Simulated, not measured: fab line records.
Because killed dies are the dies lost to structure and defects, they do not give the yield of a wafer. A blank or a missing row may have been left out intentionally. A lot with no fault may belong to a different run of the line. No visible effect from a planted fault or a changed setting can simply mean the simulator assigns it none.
fab line records / flow sky130 / part 2 of 2: steps 43 to 43 of 43
[record] lots = 6 wafers = 18 last-day = 49
route steps=708 shown METAL3@559 VIA3@573 METAL4@598 PAD_OPEN@708
lots that met no fault: from a run of the same line without faults
start-h: hours from the record's opening day to when the first of the lot's shown wafers began / wait-h: hours elapsed since this lot's preceding step / " identical to the entry in the row above / L1.1+2: several wafers, shown together as one row / - value missing, or start not given / * or withheld: withheld / < > ~ a bound
route shown NAME@n: a module of which the file shows steps, and the number in the route of the first / usual: mean/standard deviation taken from wafers without a fault / same: alike in all rows / chamber/n: place in a boat / sites: each site's reading / _std_site: standard deviation of those values / _edge_site: mean of outer sites minus mean of inner sites / radius-mm: for every site, how far away it sits from the centre of the wafer / mask NAME#n: copy n / behind: tool/chamber where the wafer was last shaped / hold: the reason the lot was held/the length of the hold in hours/how it ended / device: the transistor (n, p or np) that didn't switch / end of line: the tests these same wafers got at the end of their route / a step with no rows: only its recipe / killed: the dies lost at the first sort to structure and to defects; this is not the yield of the wafer / map: shows each die of a wafer: x if killed, . if not, _ if none is there
set.NAME: the setting as run; set.NAME@STEP: as run at that earlier step / model.NAME: the simulator's own value behind a step, which no gauge read
a table for each step, a row for each wafer; lots at some steps of the route
services: a tool's chamber out of use, with start hour (start-h, from the record's first day; less than 0 if before it), hours out, and reason
[[steps]]
[step SKY_PAD_OPEN_PROBE_99]
[usual] defect-limited-yield = 82.7/1.9 killed_at_M0_to_M3 = 43/6.8 killed_at_M4_up = 2.9/1.7 killed-at-contacts = 24/5.4 killed-at-front-end = 15/4.8 killed-at-other = 0.3/0.57 killed-dies = 85/9.4 killed-open = 47/7.5 killed-short = 38/5.7 sort_bin_3_pad_short = 0.8/0.37 sort_bin_5_function = 10.2/1.5 sort_bin_6_memory = 6.2/1.1 sort-n-pass = 407/9.4 sort-yield-pct = 82.7/1.9
[same] gross-dies = 492 killed-at-back-side = 0 sort_bin_4_leakage[%] = 0 sort_bin_8_speed[%] = 0
lot.wafer=L534.3 tool=prober-02 chamber=- start-h=1070.44 wait-h=0.2 defect-limited-yield[%]=83.5 killed_at_M0_to_M3=48 killed_at_M4_up=3 killed-at-contacts=19 killed-at-front-end=10 killed-at-other=1 killed-dies=81 killed-open=37 killed-short=44 sort_bin_3_pad_short[%]=1.2 sort_bin_5_function[%]=8.7 sort_bin_6_memory[%]=6.5 sort-n-pass=411 sort-yield-pct[%]=83.5 model.etest.tester.sort-n-pass=411 model.etest.tester.sort-yield-pct=83.54 model.etest.tester.sort_bin_5_pct=8.74 model.etest.tester.sort_bin_3_pct=1.22 model.etest.tester.sort_bin_6_pct=6.504
lot.wafer=L534.4 tool=prober-02 chamber=- start-h=1070.49 wait-h=0.2 defect-limited-yield[%]=81.3 killed_at_M0_to_M3=43 killed_at_M4_up=2 killed-at-contacts=29 killed-at-front-end=18 killed-at-other=0 killed-dies=92 killed-open=47 killed-short=45 sort_bin_3_pad_short[%]=0.8 sort_bin_5_function[%]=9.6 sort_bin_6_memory[%]=8.3 sort-n-pass=400 sort-yield-pct[%]=81.3 model.etest.tester.sort-n-pass=400 model.etest.tester.sort-yield-pct=81.3 model.etest.tester.sort_bin_5_pct=9.553 model.etest.tester.sort_bin_3_pct=0.813 model.etest.tester.sort_bin_6_pct=8.333
lot.wafer=L534.6 tool=prober-02 chamber=- start-h=1070.59 wait-h=0.2 defect-limited-yield[%]=81.5 killed_at_M0_to_M3=36 killed_at_M4_up=0 killed-at-contacts=37 killed-at-front-end=18 killed-at-other=0 killed-dies=91 killed-open=55 killed-short=36 sort_bin_3_pad_short[%]=1.0 sort_bin_5_function[%]=11.8 sort_bin_6_memory[%]=5.7 sort-n-pass=401 sort-yield-pct[%]=81.5 model.etest.tester.sort-n-pass=401 model.etest.tester.sort-yield-pct=81.5 model.etest.tester.sort_bin_5_pct=11.79 model.etest.tester.sort_bin_3_pct=1.016 model.etest.tester.sort_bin_6_pct=5.691
lot.wafer=L536.2 tool=prober-01 chamber=- start-h=1080.48 wait-h=0.1 defect-limited-yield[%]=80.9 killed_at_M0_to_M3=41 killed_at_M4_up=4 killed-at-contacts=33 killed-at-front-end=13 killed-at-other=3 killed-dies=94 killed-open=55 killed-short=39 sort_bin_3_pad_short[%]=1.2 sort_bin_5_function[%]=12.4 sort_bin_6_memory[%]=5.5 sort-n-pass=398 sort-yield-pct[%]=80.9 model.etest.tester.sort-n-pass=398 model.etest.tester.sort-yield-pct=80.89 model.etest.tester.sort_bin_5_pct=12.4 model.etest.tester.sort_bin_3_pct=1.22 model.etest.tester.sort_bin_6_pct=5.488
lot.wafer=L536.5 tool=prober-01 chamber=- start-h=1080.63 wait-h=0.2 defect-limited-yield[%]=80.7 killed_at_M0_to_M3=45 killed_at_M4_up=7 killed-at-contacts=22 killed-at-front-end=21 killed-at-other=0 killed-dies=95 killed-open=53 killed-short=42 sort_bin_3_pad_short[%]=1.4 sort_bin_5_function[%]=12.0 sort_bin_6_memory[%]=5.9 sort-n-pass=397 sort-yield-pct[%]=80.7 model.etest.tester.sort-n-pass=397 model.etest.tester.sort-yield-pct=80.69 model.etest.tester.sort_bin_5_pct=11.99 model.etest.tester.sort_bin_3_pct=1.423 model.etest.tester.sort_bin_6_pct=5.894
lot.wafer=L536.6 tool=prober-01 chamber=- start-h=1080.68 wait-h=0.2 defect-limited-yield[%]=82.3 killed_at_M0_to_M3=44 killed_at_M4_up=3 killed-at-contacts=21 killed-at-front-end=19 killed-at-other=0 killed-dies=87 killed-open=49 killed-short=38 sort_bin_3_pad_short[%]=0.4 sort_bin_5_function[%]=8.5 sort_bin_6_memory[%]=8.7 sort-n-pass=405 sort-yield-pct[%]=82.3 model.etest.tester.sort-n-pass=405 model.etest.tester.sort-yield-pct=82.32 model.etest.tester.sort_bin_5_pct=8.537 model.etest.tester.sort_bin_3_pct=0.4065 model.etest.tester.sort_bin_6_pct=8.74
lot.wafer=L538.1 tool=prober-01 chamber=- start-h=1097.21 wait-h=0.1 defect-limited-yield[%]=80.9 killed_at_M0_to_M3=53 killed_at_M4_up=4 killed-at-contacts=24 killed-at-front-end=13 killed-at-other=0 killed-dies=94 killed-open=49 killed-short=45 sort_bin_3_pad_short[%]=1.8 sort_bin_5_function[%]=10.6 sort_bin_6_memory[%]=6.7 sort-n-pass=398 sort-yield-pct[%]=80.9 model.etest.tester.sort-n-pass=398 model.etest.tester.sort-yield-pct=80.89 model.etest.tester.sort_bin_5_pct=10.57 model.etest.tester.sort_bin_3_pct=1.829 model.etest.tester.sort_bin_6_pct=6.707
lot.wafer=L538.5 tool=prober-01 chamber=- start-h=1097.41 wait-h=0.2 defect-limited-yield[%]=81.5 killed_at_M0_to_M3=42 killed_at_M4_up=4 killed-at-contacts=30 killed-at-front-end=14 killed-at-other=1 killed-dies=91 killed-open=49 killed-short=42 sort_bin_3_pad_short[%]=0.8 sort_bin_5_function[%]=10.6 sort_bin_6_memory[%]=7.1 sort-n-pass=401 sort-yield-pct[%]=81.5 model.etest.tester.sort-n-pass=401 model.etest.tester.sort-yield-pct=81.5 model.etest.tester.sort_bin_5_pct=10.57 model.etest.tester.sort_bin_3_pct=0.813 model.etest.tester.sort_bin_6_pct=7.114
lot.wafer=L538.6 tool=prober-01 chamber=- start-h=1097.46 wait-h=0.2 defect-limited-yield[%]=79.1 killed_at_M0_to_M3=55 killed_at_M4_up=4 killed-at-contacts=28 killed-at-front-end=15 killed-at-other=1 killed-dies=103 killed-open=59 killed-short=44 sort_bin_3_pad_short[%]=1.2 sort_bin_5_function[%]=12.8 sort_bin_6_memory[%]=6.9 sort-n-pass=389 sort-yield-pct[%]=79.1 model.etest.tester.sort-n-pass=389 model.etest.tester.sort-yield-pct=79.06 model.etest.tester.sort_bin_5_pct=12.8 model.etest.tester.sort_bin_3_pct=1.22 model.etest.tester.sort_bin_6_pct=6.911
lot.wafer=L545.1 tool=prober-02 chamber=- start-h=1141.59 wait-h=0.1 defect-limited-yield[%]=84.8 killed_at_M0_to_M3=41 killed_at_M4_up=3 killed-at-contacts=16 killed-at-front-end=15 killed-at-other=0 killed-dies=75 killed-open=44 killed-short=31 sort_bin_3_pad_short[%]=0.8 sort_bin_5_function[%]=8.9 sort_bin_6_memory[%]=5.5 sort-n-pass=417 sort-yield-pct[%]=84.8 model.etest.tester.sort-n-pass=417 model.etest.tester.sort-yield-pct=84.76 model.etest.tester.sort_bin_5_pct=8.943 model.etest.tester.sort_bin_3_pct=0.813 model.etest.tester.sort_bin_6_pct=5.488
lot.wafer=L545.2 tool=prober-02 chamber=- start-h=1141.64 wait-h=0.1 defect-limited-yield[%]=83.5 killed_at_M0_to_M3=34 killed_at_M4_up=2 killed-at-contacts=29 killed-at-front-end=16 killed-at-other=0 killed-dies=81 killed-open=44 killed-short=37 sort_bin_3_pad_short[%]=0.4 sort_bin_5_function[%]=7.5 sort_bin_6_memory[%]=8.5 sort-n-pass=411 sort-yield-pct[%]=83.5 model.etest.tester.sort-n-pass=411 model.etest.tester.sort-yield-pct=83.54 model.etest.tester.sort_bin_5_pct=7.52 model.etest.tester.sort_bin_3_pct=0.4065 model.etest.tester.sort_bin_6_pct=8.537
lot.wafer=L545.5 tool=prober-02 chamber=- start-h=1141.79 wait-h=0.2 defect-limited-yield[%]=81.7 killed_at_M0_to_M3=42 killed_at_M4_up=1 killed-at-contacts=33 killed-at-front-end=14 killed-at-other=0 killed-dies=90 killed-open=63 killed-short=27 sort_bin_3_pad_short[%]=0.2 sort_bin_5_function[%]=12.0 sort_bin_6_memory[%]=6.1 sort-n-pass=402 sort-yield-pct[%]=81.7 model.etest.tester.sort-n-pass=402 model.etest.tester.sort-yield-pct=81.71 model.etest.tester.sort_bin_5_pct=11.99 model.etest.tester.sort_bin_3_pct=0.2033 model.etest.tester.sort_bin_6_pct=6.098
lot.wafer=L551.1 tool=prober-01 chamber=- start-h=1169.18 wait-h=0.1 defect-limited-yield[%]=72.8 killed_at_M0_to_M3=102 killed_at_M4_up=4 killed-at-contacts=23 killed-at-front-end=5 killed-at-other=0 killed-dies=134 killed-open=46 killed-short=35 sort_bin_3_pad_short[%]=3.5 sort_bin_5_function[%]=15.4 sort_bin_6_memory[%]=8.3 sort-n-pass=358 sort-yield-pct[%]=72.8 model.etest.tester.sort-n-pass=358 model.etest.tester.sort-yield-pct=72.76 model.etest.tester.sort_bin_5_pct=15.45 model.etest.tester.sort_bin_3_pct=3.455 model.etest.tester.sort_bin_6_pct=8.333
lot.wafer=L551.2 tool=prober-01 chamber=- start-h=1169.23 wait-h=0.1 defect-limited-yield[%]=76.2 killed_at_M0_to_M3=94 killed_at_M4_up=2 killed-at-contacts=17 killed-at-front-end=4 killed-at-other=0 killed-dies=117 killed-open=34 killed-short=31 sort_bin_3_pad_short[%]=2.8 sort_bin_5_function[%]=14.2 sort_bin_6_memory[%]=6.7 sort-n-pass=375 sort-yield-pct[%]=76.2 model.etest.tester.sort-n-pass=375 model.etest.tester.sort-yield-pct=76.22 model.etest.tester.sort_bin_5_pct=14.23 model.etest.tester.sort_bin_3_pct=2.846 model.etest.tester.sort_bin_6_pct=6.707
lot.wafer=L551.3 tool=prober-01 chamber=- start-h=1169.28 wait-h=0.2 defect-limited-yield[%]=73.0 killed_at_M0_to_M3=86 killed_at_M4_up=3 killed-at-contacts=27 killed-at-front-end=17 killed-at-other=0 killed-dies=133 killed-open=56 killed-short=28 sort_bin_3_pad_short[%]=2.2 sort_bin_5_function[%]=18.7 sort_bin_6_memory[%]=6.1 sort-n-pass=359 sort-yield-pct[%]=73.0 model.etest.tester.sort-n-pass=359 model.etest.tester.sort-yield-pct=72.97 model.etest.tester.sort_bin_5_pct=18.7 model.etest.tester.sort_bin_3_pct=2.236 model.etest.tester.sort_bin_6_pct=6.098
lot.wafer=L550.2 tool=prober-02 chamber=- start-h=1169.32 wait-h=0.1 defect-limited-yield[%]=79.9 killed_at_M0_to_M3=63 killed_at_M4_up=2 killed-at-contacts=20 killed-at-front-end=14 killed-at-other=0 killed-dies=99 killed-open=44 killed-short=30 sort_bin_3_pad_short[%]=2.4 sort_bin_5_function[%]=12.8 sort_bin_6_memory[%]=4.9 sort-n-pass=393 sort-yield-pct[%]=79.9 model.etest.tester.sort-n-pass=393 model.etest.tester.sort-yield-pct=79.88 model.etest.tester.sort_bin_5_pct=12.8 model.etest.tester.sort_bin_3_pct=2.439 model.etest.tester.sort_bin_6_pct=4.878
lot.wafer=L550.3 tool=prober-02 chamber=- start-h=1169.37 wait-h=0.2 defect-limited-yield[%]=78.0 killed_at_M0_to_M3=68 killed_at_M4_up=2 killed-at-contacts=23 killed-at-front-end=15 killed-at-other=0 killed-dies=108 killed-open=42 killed-short=42 sort_bin_3_pad_short[%]=2.4 sort_bin_5_function[%]=12.8 sort_bin_6_memory[%]=6.7 sort-n-pass=384 sort-yield-pct[%]=78.0 model.etest.tester.sort-n-pass=384 model.etest.tester.sort-yield-pct=78.05 model.etest.tester.sort_bin_5_pct=12.8 model.etest.tester.sort_bin_3_pct=2.439 model.etest.tester.sort_bin_6_pct=6.707
lot.wafer=L550.5 tool=prober-02 chamber=- start-h=1169.47 wait-h=0.2 defect-limited-yield[%]=80.1 killed_at_M0_to_M3=56 killed_at_M4_up=2 killed-at-contacts=26 killed-at-front-end=14 killed-at-other=0 killed-dies=98 killed-open=37 killed-short=35 sort_bin_3_pad_short[%]=2.2 sort_bin_5_function[%]=12.4 sort_bin_6_memory[%]=5.3 sort-n-pass=394 sort-yield-pct[%]=80.1 model.etest.tester.sort-n-pass=394 model.etest.tester.sort-yield-pct=80.08 model.etest.tester.sort_bin_5_pct=12.4 model.etest.tester.sort_bin_3_pct=2.236 model.etest.tester.sort_bin_6_pct=5.285
// killed by level:class
L534.3 CONTACT:geometric-particle:short=9 VIA1:geometric-particle:open=9 VIA3:geometric-particle:open=9 VIA2:geometric-particle:open=6 METAL1:geometric-particle:short=6 METAL2:geometric-particle:short=6 LOCAL_INTERCONNECT:geometric-particle:short=4 LI_CONTACT:geometric-particle:open=4
L534.4 CONTACT:geometric-particle:open=12 LOCAL_INTERCONNECT:geometric-particle:short=9 VIA1:geometric-particle:short=7 VIA1:geometric-particle:open=7 VIA3:geometric-particle:open=7 FIELD_ISO:geometric-particle:short=5 METAL2:geometric-particle:short=5 VIA2:geometric-particle:open=5
L534.6 CONTACT:geometric-particle:open=15 VIA2:geometric-particle:open=10 LOCAL_INTERCONNECT:geometric-particle:short=9 LI_CONTACT:geometric-particle:open=6 VIA3:geometric-particle:open=6 FIELD_ISO:geometric-particle:open=5 POLY_GATE:geometric-particle:short=5 CONTACT:geometric-particle:short=4
L536.2 CONTACT:geometric-particle:open=13 VIA1:geometric-particle:open=10 VIA3:geometric-particle:open=9 LI_CONTACT:geometric-particle:open=8 VIA2:geometric-particle:open=8 CONTACT:geometric-particle:short=7 FIELD_ISO:geometric-particle:short=4 POLY_GATE:geometric-particle:short=4
L536.5 CONTACT:geometric-particle:open=9 VIA2:geometric-particle:open=9 VIA1:geometric-particle:short=7 METAL4:geometric-particle:short=7 VIA3:geometric-particle:open=7 POLY_GATE:geometric-particle:open=6 LI_CONTACT:geometric-particle:open=6 METAL1:geometric-particle:short=5
L536.6 VIA3:geometric-particle:open=10 METAL1:geometric-particle:short=8 POLY_GATE:geometric-particle:open=7 VIA1:geometric-particle:open=7 CONTACT:geometric-particle:open=6 LI_CONTACT:geometric-particle:open=5 FIELD_ISO:geometric-particle:open=4 POLY_GATE:geometric-particle:short=4
L538.1 VIA1:geometric-particle:open=15 LOCAL_INTERCONNECT:geometric-particle:short=9 VIA2:geometric-particle:open=7 POLY_GATE:geometric-particle:short=6 VIA3:geometric-particle:open=6 LI_CONTACT:geometric-particle:open=6 VIA1:geometric-particle:short=6 METAL1:geometric-particle:short=6
L538.5 VIA1:geometric-particle:open=9 CONTACT:geometric-particle:open=8 METAL1:geometric-particle:short=7 VIA2:geometric-particle:open=7 FIELD_ISO:geometric-particle:short=6 LOCAL_INTERCONNECT:geometric-particle:short=6 LI_CONTACT:geometric-particle:open=5 CONTACT:geometric-particle:short=5
L538.6 METAL1:geometric-particle:short=11 CONTACT:geometric-particle:open=11 VIA1:geometric-particle:open=11 VIA3:geometric-particle:open=9 POLY_GATE:geometric-particle:open=8 VIA1:geometric-particle:short=7 LI_CONTACT:geometric-particle:short=4 LOCAL_INTERCONNECT:geometric-particle:open=4
L545.1 CONTACT:geometric-particle:open=10 VIA1:geometric-particle:open=9 VIA3:geometric-particle:open=6 VIA3:geometric-particle:short=5 FIELD_ISO:geometric-particle:open=4 METAL1:geometric-particle:short=4 VIA2:geometric-particle:short=4 VIA2:geometric-particle:open=4
L545.2 VIA1:geometric-particle:open=15 CONTACT:geometric-particle:short=9 CONTACT:geometric-particle:open=8 FIELD_ISO:geometric-particle:short=5 POLY_GATE:geometric-particle:short=5 LI_CONTACT:geometric-particle:open=5 LOCAL_INTERCONNECT:geometric-particle:short=5 VIA3:geometric-particle:open=5
L545.5 LI_CONTACT:geometric-particle:open=14 VIA1:geometric-particle:open=11 CONTACT:geometric-particle:open=10 VIA3:geometric-particle:open=10 CONTACT:geometric-particle:short=7 FIELD_ISO:geometric-particle:open=6 VIA2:geometric-particle:open=5 VIA1:geometric-particle:short=4
L551.1 METAL3:unspecified=53 CONTACT:geometric-particle:open=11 VIA1:geometric-particle:open=10 VIA3:geometric-particle:open=9 VIA2:geometric-particle:open=6 METAL1:geometric-particle:short=5 METAL2:geometric-particle:short=5 VIA1:geometric-particle:short=4
L551.2 METAL3:unspecified=52 VIA1:geometric-particle:open=11 CONTACT:geometric-particle:open=8 VIA2:geometric-particle:open=8 VIA1:geometric-particle:short=6 CONTACT:geometric-particle:short=5 VIA3:geometric-particle:short=5 FIELD_ISO:geometric-particle:short=3
L551.3 METAL3:unspecified=49 VIA2:geometric-particle:open=12 CONTACT:geometric-particle:open=11 LI_CONTACT:geometric-particle:open=9 POLY_GATE:geometric-particle:open=7 VIA3:geometric-particle:open=5 POLY_GATE:geometric-particle:short=4 LI_CONTACT:geometric-particle:short=4
L550.2 METAL3:unspecified=25 CONTACT:geometric-particle:open=9 VIA1:geometric-particle:open=8 LI_CONTACT:geometric-particle:open=7 VIA3:geometric-particle:open=6 FIELD_ISO:geometric-particle:open=5 METAL2:geometric-particle:short=5 FIELD_ISO:geometric-particle:short=4
L550.3 METAL3:unspecified=24 VIA1:geometric-particle:open=8 CONTACT:geometric-particle:open=8 LI_CONTACT:geometric-particle:open=7 VIA3:geometric-particle:open=6 POLY_GATE:geometric-particle:open=5 CONTACT:geometric-particle:short=5 METAL1:geometric-particle:short=5
L550.5 METAL3:unspecified=26 CONTACT:geometric-particle:open=13 CONTACT:geometric-particle:short=7 VIA1:geometric-particle:open=7 LI_CONTACT:geometric-particle:open=5 METAL1:geometric-particle:short=5 VIA1:geometric-particle:short=5 POLY_GATE:geometric-particle:open=3
// map L550.3 (x killed, . not)
__________x........._________
________..xx..x..xx..._______
______...x....x........x_____
_____............x..x...x____
____..xx..x.x.............___
___x.....x.x...x........x.x__
__.x...x....x..............._
_x....x...........x..x....xx.
_.x..........................
_..x..x.........x............
_..x........x..x.x..xxxxx....
_...x..x...x.............x...
_x..x...............x.....x.x
_.......xx...x......x.....x.x
_.....x..................xx.x
__.....x.x....x.x......x...._
___.x......x.x.x........xx.__
____.......x...xx......x..___
_____.......x....xxx...x.____
______...x...xx.xxxxxx.._____
________.....xxxxxxx.x_______
__________..xxxxxxxx_________
// map L551.1 (x killed, . not)
__________....x..x.._________
________......x.xx...x_______
______.............x...._____
_____......x....x..x..xx.____
____...........xx.....x...___
___........x..x.......xx...__
__...x.x........x....xx...x._
_..x.xx.xx.....xx....x.......
_.....xxxxxxx.....x.x.x.x.x.x
_xx.xxxxxxxxxxxx....xx.....x.
_.xx.xxxxxxxx.xx.....x.x.....
_...xxxxxxxxx.............x.x
_x..xxxxxxxxx..xx............
_.x.xxxxxxxx.........x.....x.
_..x.x..xx.............x.....
__........x...xx.....x......_
___..............x........x__
____.............x......x.___
_____x......xx.....x.x...____
______.................._____
________xx...x........_______
__________....x.x..._________
[[services]]
tool=cvd-w-02 chamber=- start-h=870.99 hours=1.2 kind=repair
tool=cmp-02 chamber=- start-h=883.09 hours=3.8 kind=pm
tool=rie-metal-02 chamber=1 start-h=884.07 hours=- kind=clean
tool=rie-metal-02 chamber=1 start-h=884.07 hours=21.5 kind=scheduled-down
tool=rie-metal-02 chamber=1 start-h=884.07 hours=21.5 kind=vent-cycle
tool=cvd-w-02 chamber=- start-h=904.00 hours=14.0 kind=pm
tool=cvd-w-02 chamber=0 start-h=904.00 hours=14.0 kind=vent-cycle
tool=cvd-w-01 chamber=- start-h=904.81 hours=1.4 kind=repair
tool=cmp-02 chamber=- start-h=908.97 hours=5.1 kind=repair
tool=cvd-w-01 chamber=- start-h=909.97 hours=0.6 kind=repair
tool=cmp-02 chamber=- start-h=914.05 hours=4.0 kind=pm
tool=cmp-02 chamber=- start-h=918.05 hours=- kind=consumable-replace:conditioner
tool=cmp-02 chamber=- start-h=918.05 hours=- kind=consumable-replace:pad
tool=cmp-01 chamber=- start-h=933.05 hours=8.1 kind=pm
tool=cvd-w-01 chamber=0 start-h=938.88 hours=2.7 kind=repair
tool=cmp-01 chamber=- start-h=963.66 hours=2.7 kind=repair
tool=cmp-02 chamber=- start-h=975.61 hours=1.3 kind=repair
tool=cvd-w-02 chamber=1 start-h=980.14 hours=9.8 kind=repair
tool=rie-metal-02 chamber=0 start-h=982.48 hours=9.1 kind=repair
tool=rie-metal-01 chamber=- start-h=1005.90 hours=2.8 kind=pm
tool=cmp-01 chamber=- start-h=1008.61 hours=5.6 kind=repair
tool=cmp-02 chamber=- start-h=1017.09 hours=1.4 kind=repair
tool=cmp-02 chamber=- start-h=1018.49 hours=4.2 kind=pm
tool=cmp-02 chamber=- start-h=1033.05 hours=0.5 kind=repair
[[key]]
[first-sign] step = SKY_PAD_OPEN_PROBE_99 reading = killed_at_M0_to_M3 direction = up sigmas = 5.2 usual = 43 struck = 78
[effect] step = SKY_PAD_OPEN_PROBE_99 reading = sort_bin_3_pad_short direction = up sigmas = 4.8 usual = 0.8 struck = 2.6
[model-effect] step = SKY_PAD_OPEN_PROBE_99 value = etest.tester.sort-n-pass without = 410.7 struck = 377.2
met-at SKY_METAL3_CLEAN_21
struck-wafers L550.2,L550.3,L550.5,L551.1,L551.2,L551.3
onset-between 985.17 1019.01
also-fits time
[fault] kind = chamber-particle-source tool = wet-bench-01 chamber = - onset-h = 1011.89 steps = SKY_METAL3_CLEAN_21 rate-per-visit-cm2 = 0.75886 end-h = 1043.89
